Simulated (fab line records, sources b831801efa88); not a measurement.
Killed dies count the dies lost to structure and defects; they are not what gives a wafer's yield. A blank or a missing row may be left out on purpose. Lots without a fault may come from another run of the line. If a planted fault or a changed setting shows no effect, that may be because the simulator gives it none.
What tool caused it? ; flow sky130 ; 39 wafers sampled from 13 lots at 1 step of a route of 708

## WHAT THE GAUGES SHOWED, per wafer
SKY_SD_P_OVL_MEAS_08.
lot;measured;on;SD_P_OVL (nm)
L701;day 26 08:09;overlay-01;-0.5 -2.9 -0.7
L703;day 26 15:57;overlay-01;0.2 -0.2 1.0
L704;day 27 07:21;overlay-01;-1.8 -1.8 -1.0
L705;day 27 19:23;overlay-01;-0.4 0.4 -0.3
L713;day 30 12:23;overlay-01;-0.4 -1.9 0.3
L714;day 30 15:39;overlay-01;-0.4 -0.8 0.6
L715;day 31 03:59;overlay-01;0.9 1.3 1.8
L717;day 31 13:25;overlay-02;-0.3 -1.8 -0.4
L716;day 31 16:37;overlay-02;-0.8 -0.2 0.0
L718;day 32 10:19;overlay-01;0.3 0.1 0.6
L719;day 32 20:05;overlay-01;-2.7 -1.0 -2.2
L721;day 33 02:57;overlay-02;-1.4 0.7 -0.8
L722;day 33 07:04;overlay-02;-2.9 -1.9 -1.7

## TOOL THAT RAN EACH LOT (tool first, then ch and the chambers of the sampled wafers, then the start)
There is no process step in the record ahead of these readings.

## AS READ BY THE TOOLS THEMSELVES (means over the sampled wafers that have a number; for cases with no such wafer, the mark the record gives instead)
The record holds no such reading with a usual standard deviation.

## THE ANSWER, worked out from the rows above alone
Rule: the lots themselves supply what counts as usual. Put in order of their means at a reading, lots are off if they are a third of the lots or fewer, leave a main group of 4 or more, and stand apart from it by a gap of 3 or more times the standard deviation of the main group's means; of several such gaps the widest counts. Not used: any main group whose means are identical at the precision the tables above print for the reading. Also off: a lot with no number at a reading for which 4 or more lots have one. The other lots that the step has rows for count as sound. First the gauges in route order, then the tools' own readings, where a lot's mean is used as printed above. The first step at which some lot is off is used, and at that step the reading that is off furthest; a lot without a number counts as furthest.
Nothing can be told from this: no lot is off at any reading shown.

## WHAT THE SIMULATOR HAD INSERTED
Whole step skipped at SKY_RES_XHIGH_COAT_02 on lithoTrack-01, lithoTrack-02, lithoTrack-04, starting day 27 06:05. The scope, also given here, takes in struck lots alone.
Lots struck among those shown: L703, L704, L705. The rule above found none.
